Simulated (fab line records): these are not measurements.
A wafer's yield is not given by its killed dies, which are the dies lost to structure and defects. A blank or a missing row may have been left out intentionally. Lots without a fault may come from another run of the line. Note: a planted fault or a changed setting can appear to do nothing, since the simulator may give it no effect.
Which of the tools did it? / flow sky130 / Sampling: 12 lots, 36 wafers, 5 of 708 route steps

WHAT THE GAUGES READ, wafer by wafer
SKY_LDD_HVN_TW_MEAS_10. Usual: LDD_HVN_TW typically reads 1432, with standard deviation 9.9.
lot=L177; measured=day 20 15:25; on=film-metro-01; LDD_HVN_TW=1421 1426 1424; flag=
lot=L179; measured=day 20 19:15; on=film-metro-02; LDD_HVN_TW=1436 1437 1433; flag=
lot=L180; measured=day 21 17:29; on=film-metro-03; LDD_HVN_TW=1433 1436 1441; flag=
lot=L181; measured=day 22 02:35; on=film-metro-02; LDD_HVN_TW=1437 1431 1435; flag=
lot=L184; measured=day 22 18:47; on=film-metro-03; LDD_HVN_TW=1287 1279 1286; flag=OFF
lot=L186; measured=day 23 17:56; on=film-metro-03; LDD_HVN_TW=1283 1285 1285; flag=OFF
lot=L189; measured=day 24 13:00; on=film-metro-02; LDD_HVN_TW=1426 1436 1432; flag=
lot=L192; measured=day 25 15:41; on=film-metro-03; LDD_HVN_TW=1435 1431 1437; flag=
lot=L196; measured=day 27 02:19; on=film-metro-03; LDD_HVN_TW=1451 1440 1438; flag=
lot=L197; measured=day 27 08:53; on=film-metro-02; LDD_HVN_TW=1441 1445 1435; flag=
lot=L198; measured=day 27 19:22; on=film-metro-01; LDD_HVN_TW=1420 1425 1415; flag=
lot=L199; measured=day 28 03:19; on=film-metro-01; LDD_HVN_TW=1416 1416 1408; flag=

SKY_LDD_HVP_OVL_MEAS_07. Usual: LDD_HVP_OVL typically reads 1.0 nm, with standard deviation 1.4.
lot=L177; measured=day 21 21:49; on=overlay-02; LDD_HVP_OVL (nm)=1.5 -2.9 1.9; flag=
lot=L179; measured=day 22 02:08; on=overlay-02; LDD_HVP_OVL (nm)=1.4 1.0 0.4; flag=
lot=L180; measured=day 22 23:50; on=overlay-02; LDD_HVP_OVL (nm)=1.5 0.8 1.1; flag=
lot=L181; measured=day 23 08:32; on=overlay-01; LDD_HVP_OVL (nm)=-0.2 0.8 2.8; flag=
lot=L184; measured=day 24 00:12; on=overlay-02; LDD_HVP_OVL (nm)=0.4 0.7 1.1; flag=
lot=L186; measured=day 24 23:38; on=overlay-02; LDD_HVP_OVL (nm)=2.2 2.1 1.9; flag=
lot=L189; measured=day 25 18:11; on=overlay-02; LDD_HVP_OVL (nm)=-1.1 -0.4 0.1; flag=
lot=L192; measured=day 26 21:12; on=overlay-02; LDD_HVP_OVL (nm)=2.1 0.5 1.8; flag=
lot=L196; measured=day 28 06:56; on=overlay-02; LDD_HVP_OVL (nm)=0.4 1.7 1.3; flag=
lot=L197; measured=day 28 12:01; on=overlay-02; LDD_HVP_OVL (nm)=-0.5 1.6 1.6; flag=
lot=L198; measured=day 28 23:40; on=overlay-02; LDD_HVP_OVL (nm)=4.1 2.1 3.9; flag=
lot=L199; measured=day 29 07:01; on=overlay-02; LDD_HVP_OVL (nm)=2.2 1.6 2.3; flag=

EACH LOT AND THE TOOL THAT RAN IT (in order: tool; ch and the chambers of the sampled wafers; start)
lot=L177; SKY_NWELL_RTA_28=rtp-anneal-02 ch 0, day 5 06:29; SKY_VT_ADJUST_NCORE_STRIP_10=plasma-asher-01 ch 0,1, day 8 11:20; SKY_LDD_HVN_IMPLANT_08=implanter-02 ch 0, day 20 15:10
lot=L179; SKY_NWELL_RTA_28=rtp-anneal-01 ch 0, day 5 18:53; SKY_VT_ADJUST_NCORE_STRIP_10=plasma-asher-04 ch 0,1, day 9 04:29; SKY_LDD_HVN_IMPLANT_08=implanter-03 ch 0, day 20 19:01
lot=L180; SKY_NWELL_RTA_28=rtp-anneal-01 ch 0, day 6 02:20; SKY_VT_ADJUST_NCORE_STRIP_10=plasma-asher-04 ch 0,1, day 9 11:09; SKY_LDD_HVN_IMPLANT_08=implanter-01 ch 0, day 21 17:14
lot=L181; SKY_NWELL_RTA_28=rtp-anneal-02 ch 0, day 6 09:11; SKY_VT_ADJUST_NCORE_STRIP_10=plasma-asher-03 ch 0,1, day 9 17:35; SKY_LDD_HVN_IMPLANT_08=implanter-03 ch 0, day 22 02:23
lot=L184; SKY_NWELL_RTA_28=rtp-anneal-01 ch 0, day 7 00:46; SKY_VT_ADJUST_NCORE_STRIP_10=plasma-asher-01 ch 0,1, day 10 13:50; SKY_LDD_HVN_IMPLANT_08=implanter-02 ch 0, day 22 18:32
lot=L186; SKY_NWELL_RTA_28=rtp-anneal-01 ch 0, day 7 16:03; SKY_VT_ADJUST_NCORE_STRIP_10=plasma-asher-03 ch 0,1, day 11 06:29; SKY_LDD_HVN_IMPLANT_08=implanter-02 ch 0, day 23 17:43
lot=L189; SKY_NWELL_RTA_28=rtp-anneal-01 ch 0, day 8 06:20; SKY_VT_ADJUST_NCORE_STRIP_10=plasma-asher-04 ch 0,1, day 11 23:38; SKY_LDD_HVN_IMPLANT_08=implanter-01 ch 0, day 24 12:47
lot=L192; SKY_NWELL_RTA_28=rtp-anneal-02 ch 0, day 9 02:20; SKY_VT_ADJUST_NCORE_STRIP_10=plasma-asher-04 ch 0,1, day 12 21:54; SKY_LDD_HVN_IMPLANT_08=implanter-03 ch 0, day 25 15:26
lot=L196; SKY_NWELL_RTA_28=rtp-anneal-02 ch 0, day 10 03:59; SKY_VT_ADJUST_NCORE_STRIP_10=plasma-asher-03 ch 0,1, day 14 01:39; SKY_LDD_HVN_IMPLANT_08=implanter-02 ch 0, day 27 02:05
lot=L197; SKY_NWELL_RTA_28=rtp-anneal-02 ch 0, day 10 09:12; SKY_VT_ADJUST_NCORE_STRIP_10=plasma-asher-01 ch 0,1, day 14 09:04; SKY_LDD_HVN_IMPLANT_08=implanter-02 ch 0, day 27 08:41
lot=L198; SKY_NWELL_RTA_28=rtp-anneal-02 ch 0, day 10 16:55; SKY_VT_ADJUST_NCORE_STRIP_10=plasma-asher-04 ch 0,1, day 14 15:13; SKY_LDD_HVN_IMPLANT_08=implanter-01 ch 0, day 27 19:07
lot=L199; SKY_NWELL_RTA_28=rtp-anneal-01 ch 0, day 10 23:23; SKY_VT_ADJUST_NCORE_STRIP_10=plasma-asher-03 ch 0,1, day 15 00:25; SKY_LDD_HVN_IMPLANT_08=implanter-01 ch 0, day 28 03:04
- SKY_NWELL_RTA_28: time 30 s.
- SKY_VT_ADJUST_NCORE_STRIP_10: strips in O2/N2.
- SKY_LDD_HVN_IMPLANT_08

WHAT THE TOOLS THEMSELVES READ (means of the sampled wafers that have a number; where no wafer has one, the mark that the record gives instead)
SKY_NWELL_RTA_28. Usual: chamber-o2-ppm 1.998, standard deviation 0.02; lamp-power-pct 25.31 %, standard deviation 0.049; wafer_temp_C_max 1054.8, standard deviation 0.9.
lot=L177; tool=rtp-anneal-02; chamber-o2-ppm=2.001; lamp-power-pct (%)=25.28; wafer_temp_C_max=1055.9; flag=
lot=L179; tool=rtp-anneal-01; chamber-o2-ppm=2.001; lamp-power-pct (%)=25.34; wafer_temp_C_max=1055.7; flag=
lot=L180; tool=rtp-anneal-01; chamber-o2-ppm=2.006; lamp-power-pct (%)=25.29; wafer_temp_C_max=1054.5; flag=
lot=L181; tool=rtp-anneal-02; chamber-o2-ppm=2.009; lamp-power-pct (%)=25.29; wafer_temp_C_max=1055.3; flag=
lot=L184; tool=rtp-anneal-01; chamber-o2-ppm=2.012; lamp-power-pct (%)=25.30; wafer_temp_C_max=1054.1; flag=
lot=L186; tool=rtp-anneal-01; chamber-o2-ppm=2.014; lamp-power-pct (%)=25.32; wafer_temp_C_max=1055.1; flag=
lot=L189; tool=rtp-anneal-01; chamber-o2-ppm=2.007; lamp-power-pct (%)=25.33; wafer_temp_C_max=1055.5; flag=
lot=L192; tool=rtp-anneal-02; chamber-o2-ppm=2.000; lamp-power-pct (%)=25.29; wafer_temp_C_max=1054.2; flag=
lot=L196; tool=rtp-anneal-02; chamber-o2-ppm=2.005; lamp-power-pct (%)=25.28; wafer_temp_C_max=1054.6; flag=
lot=L197; tool=rtp-anneal-02; chamber-o2-ppm=2.010; lamp-power-pct (%)=25.27; wafer_temp_C_max=1054.2; flag=
lot=L198; tool=rtp-anneal-02; chamber-o2-ppm=2.010; lamp-power-pct (%)=25.30; wafer_temp_C_max=1055.8; flag=
lot=L199; tool=rtp-anneal-01; chamber-o2-ppm=1.983; lamp-power-pct (%)=25.27; wafer_temp_C_max=1055.7; flag=

SKY_VT_ADJUST_NCORE_STRIP_10. Usual: drypump-motor-current-A 6.0 A, standard deviation 0.4; oes-product-au 0.716 a.u., standard deviation 0.005; strip-time-to-endpoint-s 14.19 s, standard deviation 0.036.
lot=L177; tool=plasma-asher-01; drypump-motor-current-A (A)=5.7; oes-product-au (a.u.)=0.718; strip-time-to-endpoint-s (s)=14.15; flag=
lot=L179; tool=plasma-asher-04; drypump-motor-current-A (A)=6.2; oes-product-au (a.u.)=0.718; strip-time-to-endpoint-s (s)=14.20; flag=
lot=L180; tool=plasma-asher-04; drypump-motor-current-A (A)=6.2; oes-product-au (a.u.)=0.722; strip-time-to-endpoint-s (s)=14.17; flag=
lot=L181; tool=plasma-asher-03; drypump-motor-current-A (A)=6.3; oes-product-au (a.u.)=0.716; strip-time-to-endpoint-s (s)=14.21; flag=
lot=L184; tool=plasma-asher-01; drypump-motor-current-A (A)=5.4; oes-product-au (a.u.)=0.714; strip-time-to-endpoint-s (s)=14.19; flag=
lot=L186; tool=plasma-asher-03; drypump-motor-current-A (A)=6.2; oes-product-au (a.u.)=0.717; strip-time-to-endpoint-s (s)=14.21; flag=
lot=L189; tool=plasma-asher-04; drypump-motor-current-A (A)=6.2; oes-product-au (a.u.)=0.716; strip-time-to-endpoint-s (s)=14.15; flag=
lot=L192; tool=plasma-asher-04; drypump-motor-current-A (A)=6.0; oes-product-au (a.u.)=0.718; strip-time-to-endpoint-s (s)=14.19; flag=
lot=L196; tool=plasma-asher-03; drypump-motor-current-A (A)=6.2; oes-product-au (a.u.)=0.717; strip-time-to-endpoint-s (s)=14.20; flag=
lot=L197; tool=plasma-asher-01; drypump-motor-current-A (A)=5.7; oes-product-au (a.u.)=0.716; strip-time-to-endpoint-s (s)=14.11; flag=
lot=L198; tool=plasma-asher-04; drypump-motor-current-A (A)=6.2; oes-product-au (a.u.)=0.720; strip-time-to-endpoint-s (s)=14.14; flag=
lot=L199; tool=plasma-asher-03; drypump-motor-current-A (A)=6.4; oes-product-au (a.u.)=0.721; strip-time-to-endpoint-s (s)=14.19; flag=

SKY_LDD_HVN_IMPLANT_08. Usual: tilt-deg 40.002 degrees, standard deviation 0.02.
lot=L177; tool=implanter-02; tilt-deg (degrees)=39.978; flag=
lot=L179; tool=implanter-03; tilt-deg (degrees)=40.002; flag=
lot=L180; tool=implanter-01; tilt-deg (degrees)=39.997; flag=
lot=L181; tool=implanter-03; tilt-deg (degrees)=40.010; flag=
lot=L184; tool=implanter-02; tilt-deg (degrees)=0.006; flag=OFF
lot=L186; tool=implanter-02; tilt-deg (degrees)=0.028; flag=OFF
lot=L189; tool=implanter-01; tilt-deg (degrees)=39.995; flag=
lot=L192; tool=implanter-03; tilt-deg (degrees)=39.988; flag=
lot=L196; tool=implanter-02; tilt-deg (degrees)=40.028; flag=
lot=L197; tool=implanter-02; tilt-deg (degrees)=39.996; flag=
lot=L198; tool=implanter-01; tilt-deg (degrees)=39.976; flag=
lot=L199; tool=implanter-01; tilt-deg (degrees)=40.011; flag=

THE ANSWER, worked out from the rows above alone
Rule: take the mean of a lot's wafers that have a number; if it is more than 3 standard deviations from the usual mean, the lot is off. A lot without any number at a reading at which 4 lots or more have one is off too. The other lots that the step has rows for count as sound. Order of review: gauges by route order, followed by the tools' own readings, for which a lot's mean as printed above is used. The first step at which some lot is off is used, and at that step the reading that is off furthest; a lot without a number counts as furthest.
Off: L184, L186, seen at SKY_LDD_HVN_TW_MEAS_10 (LDD_HVN_TW).
A tool fits if, at a process step before that reading, it ran every lot that is off, and no sound lot after the first of them. The gauges at SKY_LDD_HVN_TW_MEAS_10 aren't tried: what is off there is off at SKY_LDD_HVN_IMPLANT_08 too, on other tools, and a gauge's error can't cause that. None of those tried fits.

WHAT THE SIMULATOR HAD PUT IN
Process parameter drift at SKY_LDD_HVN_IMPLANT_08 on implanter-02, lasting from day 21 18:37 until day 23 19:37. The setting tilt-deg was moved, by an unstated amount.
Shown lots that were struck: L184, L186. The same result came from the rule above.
